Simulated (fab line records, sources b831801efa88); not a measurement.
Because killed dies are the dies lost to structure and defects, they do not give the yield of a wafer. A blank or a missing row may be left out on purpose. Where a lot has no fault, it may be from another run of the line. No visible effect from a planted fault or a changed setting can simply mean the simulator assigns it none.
A struck lot beside a sound one -- flow sky130 -- 21 out of 708 route steps
Sound: these wafers, L836.1, L836.2, L836.4. Wafers L844.2, L844.3, L844.4 were the ones struck. At the end, the cause is stated.
For every step that has rows: the tool of each side, followed by ch and its chambers, followed by its first start. Under that, the readings that differ: sound wafers -- struck wafers -- difference of the means -- sigmas: that difference in standard deviations of wafers without a fault.
alike: readings with means less than 2 such deviations apart, plus words and numbers identical on both sides. not compared: withheld readings, readings lacking a value on some wafer, bounds such as >300 that could conceal the same value, and numbers that have no deviation in the record and whose values overlap.
A row with sigmas, a row that says differs or no value, or rows on one side alone: a step with any of these is where the two part. Numbers that have no deviation but don't overlap get no sigmas and don't part them. A reading missing from all wafers of one side parts the sides only when that side holds two or more wafers.

SKY_METAL4_SPUTTER_01: material TiN, target thk 20 nm, time 16.7 s.
  sound: pvdSputter-03 at day 39 16:41; struck: pvdSputter-03 at day 42 07:25
  alike: chamberPressurePa, throttleValvePct
SKY_METAL4_SPUTTER_02: material AlCu, target thk 735 nm, time 39.1 s.
  sound: pvdSputter-03 at day 39 16:43; struck: pvdSputter-03 at day 42 07:26
  alike: chamberPressurePa, throttleValvePct
SKY_METAL4_SPUTTER_03: material Ti, target thk 5 nm, time 3.3 s.
  sound: pvdSputter-03 at day 39 16:45; struck: pvdSputter-03 at day 42 07:28
  alike: chamberPressurePa, throttleValvePct
then, 1 step without rows for these wafers: SKY_METAL4_SPUTTER_04 (material TiN, target thk 70 nm, time 58.3 s).
SKY_CAP2M_CVD_00: deposits SiO2, target thk 15.5 nm.
  sound on pecvd-03 ch 0,1,2, day 39 16:49; struck on pecvd-02 ch 0,1, day 42 07:32
  alike: heaterPowerW, susceptorTempC
SKY_CAP2M_THK_MEAS_01:
  sound: filmMetro-03 at day 39 16:50; struck: filmMetro-03 at day 42 07:34
  alike: CAP2M_CVD_00_THK
SKY_CAP2M_SPUTTER_02: material TiN, target thk 200 nm, time 166.7 s.
  sound: pvdSputter-02 at day 39 16:54; struck: pvdSputter-04 at day 42 07:37
  alike: chamberPressurePa, susceptorTempC, throttleValvePct
SKY_CAP2M_RS_MEAS_03: a four-point-probe measurement.
  sound: filmMetro-01 at day 39 17:01; struck: filmMetro-01 at day 42 07:46
  alike: CAP2M_TIN_RS
SKY_CAP2M_THK_MEAS_04: measures by xrf.
  sound: filmMetro-01 at day 39 17:08; struck: filmMetro-01 at day 42 07:53
  alike: CAP2M_TIN_THK
then, 3 steps without rows for these wafers: SKY_CAP2M_DEHYDRATE_05 (time 60 s); SKY_CAP2M_HMDS_06 (prime time 60 s); SKY_CAP2M_COAT_07 (resist thk 1140 nm).
SKY_CAP2M_SOFTBAKE_08: time 60 s.
  sound on lithoTrack-03 ch 0, day 40 04:53; struck on lithoTrack-01 ch 0, day 42 19:23
reading,sound,struck,difference,sigmas
heaterPowerTotalW (W),56.63 56.61 56.58,67.50 67.56 67.48,+10.91,+99 or more
plateTempC (C),89.99 89.96 89.87,102.16 102.22 102.32,+12.29,+99 or more
model.NOVOLAK_of_CAP2M_COAT_07.thkNm (nm),1140 1137 1140,1105 1108 1107,-32,
  alike: exhaustPa
then, 3 steps without rows for these wafers: SKY_CAP2M_EXPOSE_09 (exposes mask CAP2M, target cd 1000 nm); SKY_CAP2M_PEB_10; SKY_CAP2M_DEVELOP_11 (develop time 60 s).
SKY_CAP2M_OVL_MEAS_12:
  sound: overlay-02 at day 40 17:22; struck: overlay-01 at day 43 06:58
  alike: CAP2M_OVL
SKY_CAP2M_METAL_ETCH_13: etches TiN in Cl2/BCl3, stops on SiO2, target depth 220 nm, time 62.9 s.
  sound on rieMetal-04 ch 0,1, day 40 17:24; struck on rieMetal-03 ch 0,1, day 43 07:00
reading,sound,struck,difference,sigmas
model.NOVOLAK_of_CAP2M_COAT_07.thkNm (nm),993.2 989.1 991.3,956.9 957.7 958.9,-33.4,
  alike: drypumpMotorCurrentA, oesProductAu, throttleValvePct
  not compared: rfHoursCounterH
SKY_CAP2M_STRIP_14: strips in O2/N2.
  sound on plasmaAsher-01 ch 0,1, day 40 17:29; struck on plasmaAsher-03 ch 0,1, day 43 07:05
reading,sound,struck,difference,sigmas
drypumpMotorCurrentA (A),6.08 5.60 6.07,5.14 5.18 5.44,-0.66,-3
stripTimeToEndpointS (s),12.67 12.60 12.63,12.24 12.25 12.25,-0.39,-7
  alike: oesProductAu
  not compared: rfHoursCounterH
then, 1 step without rows for these wafers: SKY_CAP2M_STRIP_15 (strips in post etch residue remover, time 1200 s).
-- the record jumps here: 5 days lie between the struck wafers' starts before and after (it left off in module CAP2M and takes up again in module PAD_OPEN, whose first step shown is number 708 of the route) --
SKY_PAD_OPEN_PROBE_99:
  sound: prober-02 at day 45 19:49; struck: prober-02 at day 47 23:57
  alike: defectLimitedYield, killed_at_M0_to_M3, killed_at_M4_up, killedAtContacts, killedAtFrontEnd, killedAtOther, killedDies, killedOnRim, killedOpen, killedShort, sort_bin_3_pad_short, sort_bin_5_function, sort_bin_6_memory, sortNPass, sortYieldPct

== WHERE THEY PART ==
First at SKY_CAP2M_SOFTBAKE_08; last, within this record, at SKY_CAP2M_STRIP_14. Later steps at which nothing parts them and some readings are alike: SKY_PAD_OPEN_PROBE_99.

WHY: what had been put in by the simulator
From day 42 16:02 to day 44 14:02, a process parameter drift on lithoTrack-01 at SKY_CAP2M_SOFTBAKE_08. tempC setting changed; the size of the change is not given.
